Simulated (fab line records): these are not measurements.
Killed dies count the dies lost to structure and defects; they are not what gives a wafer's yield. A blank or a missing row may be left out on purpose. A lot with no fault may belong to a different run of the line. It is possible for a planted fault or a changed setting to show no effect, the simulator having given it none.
A sampling plan put to the test -- flow sky130 -- each of the 49 faults these records tell of, on one fab line, judged from the records of the lots it struck
What counts as the plan is the set of the line's own looks, namely the steps on the route at which a gauge or an inspection reads a wafer and does not change it. Where struck wafers have a number at a look and the file lists that look's usual mean and standard deviation on fault-free wafers, the look can be judged. Caught: at a look after the fault's first step, the mean of the struck wafers lies 4 or more of those standard deviations (sigma) from the usual mean. On the tool: the test repeated on the tool's own readings taken at the fault's steps. It also counts as caught if the struck wafers ran another recipe or if their record alone is blank.

== THE FAULTS, as the simulator had put them in ==
1. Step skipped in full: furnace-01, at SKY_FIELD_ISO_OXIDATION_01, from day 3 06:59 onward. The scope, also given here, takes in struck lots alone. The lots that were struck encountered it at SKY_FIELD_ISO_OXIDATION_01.
2. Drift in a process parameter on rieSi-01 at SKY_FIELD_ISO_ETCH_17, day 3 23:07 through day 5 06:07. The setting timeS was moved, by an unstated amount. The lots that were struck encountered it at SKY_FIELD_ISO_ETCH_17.
3. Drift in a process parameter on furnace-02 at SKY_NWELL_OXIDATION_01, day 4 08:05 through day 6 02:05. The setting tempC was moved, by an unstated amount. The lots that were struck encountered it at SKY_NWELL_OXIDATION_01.
4. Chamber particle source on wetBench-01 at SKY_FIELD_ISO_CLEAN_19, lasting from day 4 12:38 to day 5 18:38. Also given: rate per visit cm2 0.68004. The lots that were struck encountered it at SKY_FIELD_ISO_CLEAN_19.
5. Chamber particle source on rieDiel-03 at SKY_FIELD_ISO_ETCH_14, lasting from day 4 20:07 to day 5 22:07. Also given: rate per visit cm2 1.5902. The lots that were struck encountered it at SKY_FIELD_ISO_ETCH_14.
6. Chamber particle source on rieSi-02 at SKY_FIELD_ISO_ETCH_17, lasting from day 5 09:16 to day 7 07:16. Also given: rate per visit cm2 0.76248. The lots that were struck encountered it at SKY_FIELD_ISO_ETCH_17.
7. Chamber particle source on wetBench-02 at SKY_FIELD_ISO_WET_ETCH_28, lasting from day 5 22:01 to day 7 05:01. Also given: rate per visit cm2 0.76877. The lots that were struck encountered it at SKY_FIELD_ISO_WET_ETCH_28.
8. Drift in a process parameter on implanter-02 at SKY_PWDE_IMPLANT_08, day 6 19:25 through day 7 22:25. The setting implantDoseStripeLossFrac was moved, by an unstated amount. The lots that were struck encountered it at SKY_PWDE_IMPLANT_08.
9. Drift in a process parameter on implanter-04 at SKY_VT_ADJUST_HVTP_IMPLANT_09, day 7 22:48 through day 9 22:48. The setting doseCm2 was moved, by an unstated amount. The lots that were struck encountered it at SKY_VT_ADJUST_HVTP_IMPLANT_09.
10. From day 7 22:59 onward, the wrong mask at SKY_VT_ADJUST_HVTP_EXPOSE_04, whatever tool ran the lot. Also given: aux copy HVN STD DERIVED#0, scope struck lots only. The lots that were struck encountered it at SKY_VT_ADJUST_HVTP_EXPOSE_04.
11. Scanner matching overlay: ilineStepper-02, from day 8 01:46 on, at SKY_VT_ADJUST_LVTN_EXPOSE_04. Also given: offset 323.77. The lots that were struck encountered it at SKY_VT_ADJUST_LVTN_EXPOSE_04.
12. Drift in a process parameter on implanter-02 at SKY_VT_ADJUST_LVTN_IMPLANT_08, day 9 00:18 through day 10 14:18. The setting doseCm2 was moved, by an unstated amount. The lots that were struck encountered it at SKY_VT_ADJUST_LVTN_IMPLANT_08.
13. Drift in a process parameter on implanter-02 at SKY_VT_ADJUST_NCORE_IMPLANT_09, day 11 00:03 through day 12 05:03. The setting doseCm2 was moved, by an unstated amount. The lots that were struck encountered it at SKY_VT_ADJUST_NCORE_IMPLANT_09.
14. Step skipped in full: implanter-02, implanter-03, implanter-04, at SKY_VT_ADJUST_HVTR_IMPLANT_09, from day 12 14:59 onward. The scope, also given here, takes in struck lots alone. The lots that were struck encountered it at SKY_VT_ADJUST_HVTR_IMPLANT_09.
15. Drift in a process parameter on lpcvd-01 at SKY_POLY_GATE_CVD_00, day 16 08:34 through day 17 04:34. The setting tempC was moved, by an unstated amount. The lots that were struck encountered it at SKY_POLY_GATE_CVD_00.
16. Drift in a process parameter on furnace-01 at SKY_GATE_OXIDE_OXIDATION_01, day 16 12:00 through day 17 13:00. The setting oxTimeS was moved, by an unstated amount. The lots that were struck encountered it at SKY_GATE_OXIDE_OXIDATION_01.
17. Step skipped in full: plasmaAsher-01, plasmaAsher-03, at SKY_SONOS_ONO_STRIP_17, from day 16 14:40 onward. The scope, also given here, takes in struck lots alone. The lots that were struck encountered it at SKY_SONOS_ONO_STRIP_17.
18. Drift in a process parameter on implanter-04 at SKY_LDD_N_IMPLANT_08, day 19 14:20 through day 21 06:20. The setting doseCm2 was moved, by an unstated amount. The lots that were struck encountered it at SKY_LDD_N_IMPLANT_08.
19. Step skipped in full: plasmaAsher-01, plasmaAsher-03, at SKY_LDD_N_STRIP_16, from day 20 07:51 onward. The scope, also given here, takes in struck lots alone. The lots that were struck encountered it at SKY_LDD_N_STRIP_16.
20. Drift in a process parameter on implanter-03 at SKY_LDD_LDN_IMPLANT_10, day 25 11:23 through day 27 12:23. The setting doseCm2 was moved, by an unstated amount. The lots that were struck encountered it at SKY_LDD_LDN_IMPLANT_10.
21. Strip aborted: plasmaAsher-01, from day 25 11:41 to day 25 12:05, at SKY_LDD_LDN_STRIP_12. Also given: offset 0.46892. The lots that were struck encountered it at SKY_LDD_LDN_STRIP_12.
22. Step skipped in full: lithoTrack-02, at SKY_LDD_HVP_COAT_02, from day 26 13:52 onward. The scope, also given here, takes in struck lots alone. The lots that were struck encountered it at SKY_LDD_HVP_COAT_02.
23. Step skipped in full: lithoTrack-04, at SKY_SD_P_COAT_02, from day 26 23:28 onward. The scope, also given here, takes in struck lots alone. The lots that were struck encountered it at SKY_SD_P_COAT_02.
24. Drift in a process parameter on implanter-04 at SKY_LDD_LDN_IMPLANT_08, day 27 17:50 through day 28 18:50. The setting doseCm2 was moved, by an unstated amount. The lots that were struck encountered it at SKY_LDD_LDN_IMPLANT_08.
25. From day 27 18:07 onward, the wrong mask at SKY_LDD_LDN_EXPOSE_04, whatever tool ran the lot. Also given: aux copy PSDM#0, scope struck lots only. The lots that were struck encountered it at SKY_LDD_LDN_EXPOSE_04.
26. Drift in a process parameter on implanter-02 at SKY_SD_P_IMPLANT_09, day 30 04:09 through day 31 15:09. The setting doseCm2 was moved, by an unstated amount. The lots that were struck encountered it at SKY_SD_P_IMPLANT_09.
27. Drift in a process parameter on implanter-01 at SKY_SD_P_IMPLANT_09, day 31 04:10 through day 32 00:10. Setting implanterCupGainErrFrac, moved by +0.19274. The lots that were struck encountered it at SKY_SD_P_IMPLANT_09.
28. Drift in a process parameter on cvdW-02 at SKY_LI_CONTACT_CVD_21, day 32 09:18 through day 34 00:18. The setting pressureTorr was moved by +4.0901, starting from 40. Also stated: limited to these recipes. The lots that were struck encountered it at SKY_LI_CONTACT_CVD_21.
29. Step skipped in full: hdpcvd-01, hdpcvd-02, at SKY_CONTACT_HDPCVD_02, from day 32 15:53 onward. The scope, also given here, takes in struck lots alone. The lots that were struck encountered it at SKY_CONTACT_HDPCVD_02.
30. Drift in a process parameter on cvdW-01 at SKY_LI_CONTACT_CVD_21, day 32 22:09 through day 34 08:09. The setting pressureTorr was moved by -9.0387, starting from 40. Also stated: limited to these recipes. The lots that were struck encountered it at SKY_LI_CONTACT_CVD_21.
31. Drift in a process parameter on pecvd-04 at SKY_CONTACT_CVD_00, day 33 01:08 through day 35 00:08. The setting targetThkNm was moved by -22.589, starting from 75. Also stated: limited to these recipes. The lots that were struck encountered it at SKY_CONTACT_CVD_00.
32. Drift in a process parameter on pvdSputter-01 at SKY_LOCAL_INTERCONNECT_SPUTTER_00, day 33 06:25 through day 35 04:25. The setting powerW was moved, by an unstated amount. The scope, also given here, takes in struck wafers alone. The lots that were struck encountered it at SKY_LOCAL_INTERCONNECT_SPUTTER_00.
33. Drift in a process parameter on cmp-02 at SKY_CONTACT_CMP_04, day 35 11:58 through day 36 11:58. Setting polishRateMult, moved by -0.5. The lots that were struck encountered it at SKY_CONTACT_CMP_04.
34. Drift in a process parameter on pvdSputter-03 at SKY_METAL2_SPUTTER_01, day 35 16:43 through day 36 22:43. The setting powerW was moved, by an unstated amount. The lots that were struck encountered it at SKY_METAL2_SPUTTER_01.
35. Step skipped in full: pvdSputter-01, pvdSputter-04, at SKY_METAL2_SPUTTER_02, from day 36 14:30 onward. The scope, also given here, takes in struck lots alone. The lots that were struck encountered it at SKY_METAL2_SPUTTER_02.
36. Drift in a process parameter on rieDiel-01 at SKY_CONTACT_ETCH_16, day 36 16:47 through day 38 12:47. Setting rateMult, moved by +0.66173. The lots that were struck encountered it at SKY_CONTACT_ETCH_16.
37. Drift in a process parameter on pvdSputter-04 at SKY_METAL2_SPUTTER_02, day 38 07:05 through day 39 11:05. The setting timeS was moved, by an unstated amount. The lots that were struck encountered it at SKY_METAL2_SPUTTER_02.
38. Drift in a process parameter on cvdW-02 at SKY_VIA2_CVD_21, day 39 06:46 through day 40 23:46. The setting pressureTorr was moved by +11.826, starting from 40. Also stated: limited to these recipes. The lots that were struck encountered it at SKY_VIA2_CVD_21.
39. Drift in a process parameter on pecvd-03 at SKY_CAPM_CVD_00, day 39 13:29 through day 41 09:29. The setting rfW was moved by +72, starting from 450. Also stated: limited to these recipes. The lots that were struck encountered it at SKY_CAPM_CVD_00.
40. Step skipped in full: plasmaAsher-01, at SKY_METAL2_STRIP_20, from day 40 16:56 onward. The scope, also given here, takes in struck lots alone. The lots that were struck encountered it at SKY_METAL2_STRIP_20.
41. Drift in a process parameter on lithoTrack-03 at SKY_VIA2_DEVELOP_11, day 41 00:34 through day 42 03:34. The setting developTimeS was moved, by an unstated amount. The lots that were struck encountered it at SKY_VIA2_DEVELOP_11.
42. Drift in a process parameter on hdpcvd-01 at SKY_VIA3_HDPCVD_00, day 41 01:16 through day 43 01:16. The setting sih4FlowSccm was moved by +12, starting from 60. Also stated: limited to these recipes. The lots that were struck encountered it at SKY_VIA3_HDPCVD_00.
43. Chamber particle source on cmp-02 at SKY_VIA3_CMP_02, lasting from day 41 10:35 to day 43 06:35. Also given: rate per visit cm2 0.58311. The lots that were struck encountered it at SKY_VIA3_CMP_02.
44. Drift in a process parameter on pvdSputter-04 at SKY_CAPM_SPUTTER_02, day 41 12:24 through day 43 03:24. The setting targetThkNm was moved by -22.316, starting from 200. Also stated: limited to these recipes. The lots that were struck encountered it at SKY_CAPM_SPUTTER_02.
45. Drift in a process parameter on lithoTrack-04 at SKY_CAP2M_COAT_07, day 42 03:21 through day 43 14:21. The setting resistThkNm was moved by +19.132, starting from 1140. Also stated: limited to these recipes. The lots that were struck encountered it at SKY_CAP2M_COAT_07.
46. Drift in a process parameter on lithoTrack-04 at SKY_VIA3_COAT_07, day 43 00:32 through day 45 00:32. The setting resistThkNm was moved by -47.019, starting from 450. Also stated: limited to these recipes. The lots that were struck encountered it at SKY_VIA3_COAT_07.
47. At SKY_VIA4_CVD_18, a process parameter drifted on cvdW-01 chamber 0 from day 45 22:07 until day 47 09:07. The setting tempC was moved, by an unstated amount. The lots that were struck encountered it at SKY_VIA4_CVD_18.
48. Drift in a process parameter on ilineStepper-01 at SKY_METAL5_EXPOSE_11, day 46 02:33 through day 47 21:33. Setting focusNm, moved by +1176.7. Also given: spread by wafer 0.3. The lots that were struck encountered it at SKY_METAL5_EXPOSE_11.
49. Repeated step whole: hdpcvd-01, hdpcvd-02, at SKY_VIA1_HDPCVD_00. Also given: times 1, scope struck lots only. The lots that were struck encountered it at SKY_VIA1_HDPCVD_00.

== WHAT THE PLAN SAW ==
fault,on the tool itself,first look that catches it,"reading, sigma",median hours from its first step to that look,hours from the fault's start to the first struck lot there,judged looks passed uncaught
1,the tool's record is blank for the struck wafers,no look after it can be judged,-,-,-,0
2,runLengthS -30 sigma,no look after it can be judged,-,-,-,0
3,tubeCenterTempC +99 or beyond sigma,SKY_NWELL_THK_MEAS_02,NWELL_OXIDATION_THK +10,1.4,4,0
4,no reading that can be judged,no look after it can be judged,-,-,-,0
5,under 2 sigma,no look after it can be judged,-,-,-,0
6,under 2 sigma,no look after it can be judged,-,-,-,0
7,no reading that can be judged,no look after it can be judged,-,-,-,0
8,no reading that can be judged,not the one look that can be judged after it,"strongest: PWDE_RS at SKY_NWELL_RS_MEAS_31, +3.6",-,-,1
9,doseIonsCm2 +99 or beyond sigma,SKY_VT_ADJUST_HVTP_TW_MEAS_11,VT_ADJUST_HVTP_TW +32,0.2,8,0
10,no reading that can be judged,SKY_VT_ADJUST_HVTP_TW_MEAS_11,VT_ADJUST_HVTP_TW -99 or beyond,10.4,13,0
11,no reading that can be judged,SKY_VT_ADJUST_LVTN_OVL_MEAS_07,VT_ADJUST_LVTN_OVL +99 or beyond,10.6,14,0
12,doseIonsCm2 -99 or beyond sigma,SKY_VT_ADJUST_LVTN_TW_MEAS_10,VT_ADJUST_LVTN_TW -26,0.2,9,0
13,doseIonsCm2 -99 or beyond sigma,SKY_VT_ADJUST_NCORE_TW_MEAS_11,VT_ADJUST_NCORE_TW -55,0.2,9,0
14,the tool's record is blank for the struck wafers,SKY_VT_ADJUST_HVTR_TW_MEAS_11,VT_ADJUST_HVTR_TW -99 or beyond,0.2,6,0
15,susceptorTempC -21 sigma,SKY_POLY_GATE_THK_MEAS_01,POLY_GATE_CVD_00_THK -13,1.2,5,0
16,under 2 sigma,SKY_GATE_OXIDE_THK_MEAS_02,GATE_OXIDE_OXIDATION_00_THK -5.7,1.4,6,0
17,the tool's record is blank for the struck wafers,no look after it can be judged,-,-,-,0
18,doseIonsCm2 -99 or beyond sigma,no look after it can be judged,-,-,-,0
19,the tool's record is blank for the struck wafers,SKY_LDD_P_TW_MEAS_11,LDD_P_TW -99 or beyond,29.0,34,0
20,doseIonsCm2 -99 or beyond sigma,SKY_LDD_LDN_TW_MEAS_13,LDD_LDN_TW -10,0.4,1,0
21,oesProductAu +49 sigma,no look after it can be judged,-,-,-,0
22,the tool's record is blank for the struck wafers,no look after it can be judged,-,-,-,0
23,the tool's record is blank for the struck wafers,SKY_RES_XHIGH_TW_MEAS_09,RES_XHIGH_TW +99 or beyond,42.8,47,0
24,doseIonsCm2 +99 or beyond sigma,SKY_LDD_LDN_TW_MEAS_13,LDD_LDN_TW +8.0,0.7,16,0
25,under 2 sigma,SKY_LDD_LDN_TW_MEAS_13,LDD_LDN_TW -99 or beyond,15.3,15,0
26,doseIonsCm2 +99 or beyond sigma,SKY_SD_P_TW_MEAS_11,SD_P_TW +9.2,0.2,15,0
27,no reading that can be judged,SKY_SD_N_RS_MEAS_17,SD_P_RS +7.7,53.7,56,1
28,chamberPressureTorr +44 sigma,SKY_LI_CONTACT_RS_MEAS_22,LI_CONTACT_W_RS -4.1,0.1,6,0
29,the tool's record is blank for the struck wafers,no look after it can be judged,-,-,-,0
30,chamberPressureTorr -99 or beyond sigma,SKY_LI_CONTACT_RS_MEAS_22,LI_CONTACT_W_RS +11,0.2,32,0
31,under 2 sigma,SKY_CONTACT_THK_MEAS_01,CONTACT_CVD_00_THK -19,0.0,7,0
32,cathodeDcPowerW +99 or beyond sigma,SKY_LOCAL_INTERCONNECT_RS_MEAS_01,LOCAL_INTERCONNECT_TIN_RS -16,0.1,36,0
33,timeToEndpointS +6.2 sigma,no look after it can be judged,-,-,-,0
34,cathodeDcPowerW +99 or beyond sigma,no look after it can be judged,-,-,-,0
35,the tool's record is blank for the struck wafers,SKY_METAL2_RS_MEAS_05,METAL2_ALCU_RS +99 or beyond,0.1,6,0
36,under 2 sigma,no look after it can be judged,-,-,-,0
37,under 2 sigma,none of the 2 looks that can be judged after it,"strongest: METAL2_ALCU_RS at SKY_METAL2_RS_MEAS_05, +3.1",-,-,2
38,chamberPressureTorr +99 or beyond sigma,SKY_VIA2_RS_MEAS_22,VIA2_W_RS -13,0.2,4,0
39,rfFwdPowerW +30 sigma,not the one look that can be judged after it,"strongest: CAPM_CVD_00_THK at SKY_CAPM_THK_MEAS_01, +2.6",-,-,1
40,no reading that can be judged,no look after it can be judged,-,-,-,0
41,under 2 sigma,SKY_VIA2_CD_MEAS_12,cdNm -4.8,0.9,0,0
42,sih4FlowSccm +59 sigma,SKY_VIA3_THK_MEAS_01,VIA3_HDPCVD_THK +21,0.2,6,0
43,under 2 sigma,no look after it can be judged,-,-,-,0
44,under 2 sigma,SKY_CAPM_RS_MEAS_03,CAPM_TIN_RS +13,0.1,1,0
45,no reading that can be judged,no look after it can be judged,-,-,-,0
46,no reading that can be judged,no look after it can be judged,-,-,-,0
47,susceptorTempC -32 sigma,SKY_VIA4_RS_MEAS_19,VIA4_W_RS +15,0.1,25,0
48,under 2 sigma,no look after it can be judged,-,-,-,0
49,no reading that can be judged,SKY_VIA1_THK_MEAS_01,VIA1_HDPCVD_THK +99 or beyond,0.4,-,0
Dash: fault not caught, or number not given in these records.

Caught at a look: 27 of 49. Caught on the tool: 28 of 49. By one or the other: 37 of 49.
On the tool alone, faults 1, 2, 17, 18, 21, 22, 29, 33, 34, 39 were caught.
Caught at a look alone: faults 10, 11, 16, 25, 27, 31, 41, 44, 49.
Caught by neither: faults 4, 5, 6, 7, 8, 36, 37, 40, 43, 45, 46, 48.

== THINNER SAMPLING ==
If the look that catches a fault measured only every second or every third lot, by lot number, the first struck lot would be measured this late in the worst case:
fault,"struck lots at that look, in order of time",every lot,every second lot,every third lot
3,"L410, L411",4 h,8 h,may miss all 2
9,"L627, L628, L631",8 h,13 h,may miss all 3
10,L999,13 h,may miss it,may miss it
11,"L148, L150, L154, L155",14 h,55 h,55 h
12,"L649, L650, L651",9 h,13 h,21 h
13,"L304, L305, L306",9 h,20 h,28 h
14,"L889, L890, L891",6 h,14 h,18 h
15,"L972, L973, L974",5 h,5 h,18 h
16,"L202, L203, L204",6 h,16 h,16 h
19,"L308, L307",34 h,34 h,may miss all 2
20,"L779, L781",1 h,may miss all 2,may miss all 2
23,"L537, L539, L538",47 h,53 h,53 h
24,"L252, L255",16 h,23 h,may miss all 2
25,L223,15 h,may miss it,may miss it
26,"L189, L191",15 h,may miss all 2,may miss all 2
27,"L653, L656",56 h,72 h,may miss all 2
28,"L713, L714",6 h,16 h,may miss all 2
30,"L280, L282",32 h,may miss all 2,may miss all 2
31,"L780, L782",7 h,may miss all 2,may miss all 2
32,L848,36 h,may miss it,may miss it
35,"L267, L268, L269",6 h,14 h,26 h
38,"L708, L709",4 h,16 h,may miss all 2
41,L980,0 h,may miss it,may miss it
42,"L270, L271, L272",6 h,13 h,23 h
44,"L743, L744, L745",1 h,14 h,14 h
47,"L697, L700",25 h,27 h,may miss all 2
Hours: fault start to first struck lot measured. 4 sigma limit: tested on the pooled struck wafers, so a lone lot may be under it. Other struck lots may not be in these records.

== THE LONGEST TIMED WAY FROM STEP TO LOOK ==
Fault 27: median gap of 53.7 hours between SKY_SD_P_IMPLANT_09 and SKY_SD_N_RS_MEAS_17. The look between them that can be judged stayed within 4 sigma: SKY_SD_P_TW_MEAS_11.
